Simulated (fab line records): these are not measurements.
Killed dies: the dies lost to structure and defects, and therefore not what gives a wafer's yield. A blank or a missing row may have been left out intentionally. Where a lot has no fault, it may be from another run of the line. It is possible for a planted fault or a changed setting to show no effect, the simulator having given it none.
Chamber matching :: flow gf180mcu :: rieDiel-01 running GF_V1_ETCH_16: 4 sister chambers
The step etches BARC in N2/H2. 16 wafers are shown with their chamber, then 8 later ones without.

## WAFERS, EACH WITH ITS CHAMBER
wafer: L075.1
chamber: 3
drypumpMotorCurrentA (A): 5.7
h2FlowSccm (sccm): 200.1
throttleValvePct (%): 13.226

wafer: L075.4
chamber: 1
drypumpMotorCurrentA (A): 6.0
h2FlowSccm (sccm): 200.8
throttleValvePct (%): 13.225

wafer: L075.5
chamber: 2
drypumpMotorCurrentA (A): 5.5
h2FlowSccm (sccm): 200.7
throttleValvePct (%): 13.230

wafer: L077.1
chamber: 1
drypumpMotorCurrentA (A): 6.0
h2FlowSccm (sccm): 200.2
throttleValvePct (%): 13.209

wafer: L077.2
chamber: 2
drypumpMotorCurrentA (A): 5.5
h2FlowSccm (sccm): 200.0
throttleValvePct (%): 13.212

wafer: L077.3
chamber: 3
drypumpMotorCurrentA (A): 5.7
h2FlowSccm (sccm): 200.1
throttleValvePct (%): 13.232

wafer: L080.1
chamber: 1
drypumpMotorCurrentA (A): 6.0
h2FlowSccm (sccm): 200.3
throttleValvePct (%): 13.228

wafer: L080.2
chamber: 0
drypumpMotorCurrentA (A): 6.1
h2FlowSccm (sccm): 200.2
throttleValvePct (%): 13.215

wafer: L080.6
chamber: 2
drypumpMotorCurrentA (A): 5.5
h2FlowSccm (sccm): 199.9
throttleValvePct (%): 13.235

wafer: L085.2
chamber: 1
drypumpMotorCurrentA (A): 6.0
h2FlowSccm (sccm): 200.5
throttleValvePct (%): 13.232

wafer: L085.5
chamber: 3
drypumpMotorCurrentA (A): 5.8
h2FlowSccm (sccm): 199.8
throttleValvePct (%): 13.233

wafer: L085.6
chamber: 0
drypumpMotorCurrentA (A): 6.1
h2FlowSccm (sccm): 199.5
throttleValvePct (%): 13.210

wafer: L088.2
chamber: 3
drypumpMotorCurrentA (A): 5.7
h2FlowSccm (sccm): 200.7
throttleValvePct (%): 13.215

wafer: L088.3
chamber: 1
drypumpMotorCurrentA (A): 6.0
h2FlowSccm (sccm): 200.5
throttleValvePct (%): 13.230

wafer: L088.5
chamber: 3
drypumpMotorCurrentA (A): 5.7
h2FlowSccm (sccm): 199.5
throttleValvePct (%): 13.215

wafer: L090.1
chamber: 0
drypumpMotorCurrentA (A): 6.1
h2FlowSccm (sccm): 199.0
throttleValvePct (%): 13.221

SIGNATURES, as means of the wafers listed above
reading: drypumpMotorCurrentA
chamber 0: 6.100
chamber 1: 6.000
chamber 2: 5.500
chamber 3: 5.720
scatter within a chamber: 0.0258

reading: h2FlowSccm
chamber 0: 199.567
chamber 1: 200.460
chamber 2: 200.200
chamber 3: 200.040
scatter within a chamber: 0.419

reading: throttleValvePct
chamber 0: 13.21533
chamber 1: 13.22480
chamber 2: 13.22567
chamber 3: 13.22420
scatter within a chamber: 0.00914
Rule: distance of a wafer from a chamber = root of the sum over the readings of ((wafer's reading minus chamber's mean) / reading's scatter) squared. If the next closest chamber is less than 2 further off than the closest, the wafer can't be placed; otherwise it belongs to the closest. The scatter is the square root of a quotient: the sum, over the shown wafers, of each reading's squared deviation from its chamber's mean, divided by wafers minus chambers.

## WAFERS WHOSE CHAMBER IS MISSING
wafer: L090.5
drypumpMotorCurrentA (A): 6.2
h2FlowSccm (sccm): 200.2
throttleValvePct (%): 13.211

wafer: L090.6
drypumpMotorCurrentA (A): 5.7
h2FlowSccm (sccm): 199.9
throttleValvePct (%): 13.228

wafer: L093.1
drypumpMotorCurrentA (A): 5.7
h2FlowSccm (sccm): 200.4
throttleValvePct (%): 13.212

wafer: L093.3
drypumpMotorCurrentA (A): 6.1
h2FlowSccm (sccm): 199.6
throttleValvePct (%): 13.246

wafer: L093.4
drypumpMotorCurrentA (A): 5.6
h2FlowSccm (sccm): 199.7
throttleValvePct (%): 13.233

wafer: L094.2
drypumpMotorCurrentA (A): 6.0
h2FlowSccm (sccm): 201.5
throttleValvePct (%): 13.231

wafer: L094.3
drypumpMotorCurrentA (A): 5.7
h2FlowSccm (sccm): 199.7
throttleValvePct (%): 13.234

wafer: L094.5
drypumpMotorCurrentA (A): 5.7
h2FlowSccm (sccm): 199.8
throttleValvePct (%): 13.231

## THE CHAMBER EACH PASSED THROUGH
wafer: L090.5
from the rows above: 0
in truth: 0

wafer: L090.6
from the rows above: 3
in truth: 3

wafer: L093.1
from the rows above: 3
in truth: 3

wafer: L093.3
from the rows above: can't be placed: 0 or 1
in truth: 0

wafer: L093.4
from the rows above: can't be placed: 2 or 3
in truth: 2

wafer: L094.2
from the rows above: 1
in truth: 1

wafer: L094.3
from the rows above: 3
in truth: 3

wafer: L094.5
from the rows above: 3
in truth: 3
Correct placement for 6 of the 8. These rows do not allow placing 2 (true chamber among the candidates in 2). Placed wrongly: 0.
